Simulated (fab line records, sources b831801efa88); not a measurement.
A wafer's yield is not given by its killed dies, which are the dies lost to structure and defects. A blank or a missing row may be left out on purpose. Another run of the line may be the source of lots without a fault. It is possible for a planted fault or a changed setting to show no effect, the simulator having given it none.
Comparing a struck lot with a sound one ; flow sky130 ; 20 out of 708 route steps
Sound: wafers L541.2, L541.3, L541.4. Wafers L544.1, L544.2, L544.6 were the ones struck. The cause comes at the end.
Order at every step that has rows: each side's tool, ch and its chambers, its first start. Under that, the readings that differ: sound wafers ; struck wafers ; difference of the means ; sigmas: that difference in standard deviations of wafers without a fault.
alike: a reading whose means differ by less than 2 such deviations, as well as words and numbers matching on both sides. not compared: withheld readings; readings where some wafer has no value; bounds like >300 that might hide an equal value; numbers whose values overlap and for which the record gives no deviation.
A row with sigmas, a row that says differs or no value, or rows on one side alone: a step with any of these is where the two part. Numbers that don't overlap but have no deviation are shown without sigmas and don't part them. A reading missing from all wafers of one side parts the sides only when that side holds two or more wafers.

SKY_LDD_HVP_OVL_MEAS_07:
  sound on overlay-01, day 21 14:40; struck on overlay-01, day 22 14:54
reading;sound;struck;difference;sigmas
LDD_HVP_OVL (nm);1.9 3.3 2.3;-1.1 0.4 -1.4;-3.2;-2
next, for these wafers, 1 step has no rows: SKY_LDD_HVP_IMPLANT_08.
SKY_LDD_HVP_STRIP_09: strips in O2/N2.
  sound on plasmaAsher-03 ch 0,1, day 21 14:50; struck on plasmaAsher-02 ch 0,1, day 22 15:05
  alike: chamberPressureMTorr, drypumpMotorCurrentA, o2FlowSccm, oesProductAu, stripTimeToEndpointS
  not compared: rfHoursCounterH
SKY_LDD_HVP_TW_MEAS_10:
  sound on filmMetro-02, day 21 14:57; struck on filmMetro-01, day 22 15:11
  alike: LDD_HVP_TW
then, 7 steps without rows for these wafers: SKY_LDD_LDN_DEHYDRATE_00 (time 60 s); SKY_LDD_LDN_HMDS_01 (prime time 60 s); SKY_LDD_LDN_COAT_02 (resist thk 1140 nm); SKY_LDD_LDN_SOFTBAKE_03 (time 60 s); SKY_LDD_LDN_EXPOSE_04 (exposes mask LDNTM, target cd 700 nm); SKY_LDD_LDN_PEB_05; SKY_LDD_LDN_DEVELOP_06 (develop time 60 s).
SKY_LDD_LDN_OVL_MEAS_07:
  sound on overlay-02, day 22 19:43; struck on overlay-01, day 23 21:46
  alike: LDD_LDN_OVL
SKY_LDD_LDN_IMPLANT_08:
  sound on implanter-03 ch 0, day 22 19:46; struck on implanter-04 ch 0, day 23 22:07
then, 3 steps without rows for these wafers: SKY_LDD_LDN_IMPLANT_09; SKY_LDD_LDN_IMPLANT_10; SKY_LDD_LDN_IMPLANT_11.
SKY_LDD_LDN_STRIP_12: strips in O2/N2.
  sound on plasmaAsher-04 ch 0,1, day 22 20:20; struck on plasmaAsher-04 ch 0,1, day 23 22:43
  alike: chamberPressureMTorr, drypumpMotorCurrentA, o2FlowSccm, oesProductAu, stripTimeToEndpointS
  not compared: rfHoursCounterH
SKY_LDD_LDN_TW_MEAS_13:
  sound on filmMetro-03, day 22 20:27; struck on filmMetro-03, day 23 22:49
reading;sound;struck;difference;sigmas
LDD_LDN_TW;1510 1510 1508;1617 1607 1602;+99;+5
then, 1 step without rows for these wafers: SKY_LDD_LDN_CLEAN_14 (cleans in SC1/SC2, time 150 s).
-- here the record skips 23 days between the struck wafers' starts before and after, leaving off in module LDD_LDN and picking up in module PAD_OPEN (first step shown: number 708 of the route) --
SKY_PAD_OPEN_PROBE_99:
  sound on prober-01, day 45 16:22; struck on prober-02, day 46 11:29
reading;sound;struck;difference;sigmas
model.etest.tipSonos.rsOhmSq;2650 2632 2662;2423 2446 2475;-200;
  alike: killed_at_M0_to_M3, killed_at_M4_up, killedAtContacts, killedAtFrontEnd, killedAtOther, killedDies, killedOnRim, killedOpen, killedShort

## WHERE THEY PART
At SKY_LDD_HVP_OVL_MEAS_07 first; at SKY_LDD_LDN_TW_MEAS_13 last (within this record only). Later steps at which nothing parts them and some readings are alike: SKY_PAD_OPEN_PROBE_99.

WHY: what had been put in by the simulator
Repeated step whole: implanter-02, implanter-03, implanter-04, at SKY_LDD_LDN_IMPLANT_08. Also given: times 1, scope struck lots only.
